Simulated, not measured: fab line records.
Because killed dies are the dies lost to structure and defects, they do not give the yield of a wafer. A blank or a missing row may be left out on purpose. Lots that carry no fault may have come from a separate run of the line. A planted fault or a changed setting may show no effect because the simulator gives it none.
The same fault as seen by 2 desks :: flow gf180mcu :: what lay behind the numbers comes last; until then each desk has only its own

## THE METROLOGY DESK
What the gauges read, lot by lot, whatever tool the lot ran on: means of the sampled wafers that have a number. Any lot whose mean is over 4 standard deviations away from the usual mean is out of limits and marked OUT; that distance is given in the brackets.
Columns: A = MVSD_OVL at GF_MVSD_OVL_MEAS_07, usual -0.5 nm; B = MVPSD_TW at GF_MVPSD_TW_MEAS_11, usual 555; C = POLY_GATE_OVL at GF_POLY_GATE_OVL_MEAS_11, usual 4 nm; D = HV_LDD_CVD_54_THK at GF_HV_LDD_THK_MEAS_55, usual 10.05 nm
lot: L424
first seen here: day 4 09:59
A: -3.0
B: 554
C: 13
D: 10.05

lot: L425
first seen here: day 4 15:35
A: -0.7
B: 562
C: 6
D: 10.04

lot: L427
first seen here: day 5 02:41
A: 1.8
B: 546
C: 7
D: 10.01

lot: L428
first seen here: day 5 08:05
A: 0.2
B: 557
C: 1
D: 9.99

lot: L429
first seen here: day 5 15:35
A: -2.1
B: 565
C: 5
D: 9.93

lot: L430
first seen here: day 6 12:31
A: -
B: 1635 (+99 or more) OUT
C: -
D: -

lot: L431
first seen here: day 6 19:43
A: -
B: 1602 (+99 or more) OUT
C: -
D: -

lot: L434
first seen here: day 6 21:44
A: -1.0
B: 547
C: 5
D: 10.26

lot: L439
first seen here: day 8 04:11
A: 1.6
B: 548
C: -5
D: 10.02

lot: L441
first seen here: day 8 14:50
A: 0.6
B: 547
C: 1
D: 9.98

lot: L443
first seen here: day 9 01:37
A: -0.6
B: 547
C: 2
D: 9.83

lot: L444
first seen here: day 9 05:59
A: -0.9
B: 546
C: 4
D: 10.11

lot: L445
first seen here: day 9 11:45
A: 0.0
B: 546
C: 1
D: 9.86
This desk's finding: out of limits on L430, L431; first on L430, day 6 12:31 (MVPSD_TW at GF_MVPSD_TW_MEAS_11). L424, L425, L427, L428, L429, L434, L439, L441, L443, L444, L445: within limits.

## TOOL OWNER'S DESK, lithoTrack-02
The tool's own readings at GF_MVSD_COAT_02 (resist thk 3000 nm): means of the sampled wafers that have a number, for each lot that ran on this tool. Any lot whose mean is over 4 standard deviations away from the usual mean is out of limits and marked OUT; that distance is given in the brackets.
Columns: A = chillPlateTempC at GF_MVSD_COAT_02, usual 23.00 C; B = dispensePressureKPa at GF_MVSD_COAT_02, usual 50.5 kPa; C = exhaustPa at GF_MVSD_COAT_02, usual 44.7 Pa
lot: L424
first seen here: day 4 02:52
A: 22.98
B: 51.0
C: 42.8

lot: L425
first seen here: day 4 08:36
A: 23.01
B: 51.0
C: 43.8

lot: L427
first seen here: day 4 19:31
A: 23.00
B: 51.0
C: 44.6

lot: L434
first seen here: day 6 13:52
A: 23.20
B: 51.0
C: 45.3

lot: L439
first seen here: day 7 20:03
A: 23.10
B: 51.0
C: 45.9

lot: L443
first seen here: day 8 16:58
A: 23.01
B: 51.0
C: 44.6

lot: L444
first seen here: day 8 21:22
A: 22.91
B: 51.0
C: 44.5
This desk's finding: nothing out of limits on any of the 7 lots.

## ALL TOGETHER
Metrology desk: alarm possible at day 6 12:31 on L430, L431.
Nothing out of limits was seen by the tool owner's desk.
The tool owner's desk has no number on record for L430, L431.
All the named lots went through GF_MVSD_COAT_02 on lithoTrack-02.

## WHAT THE SIMULATOR HAD INSERTED
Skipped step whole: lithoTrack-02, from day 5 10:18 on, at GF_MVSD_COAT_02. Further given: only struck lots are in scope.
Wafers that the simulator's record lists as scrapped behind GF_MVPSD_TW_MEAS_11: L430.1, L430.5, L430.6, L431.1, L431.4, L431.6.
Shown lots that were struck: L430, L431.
Delay in hours, fault start to first out-of-limits reading, per desk: metrology desk 26.
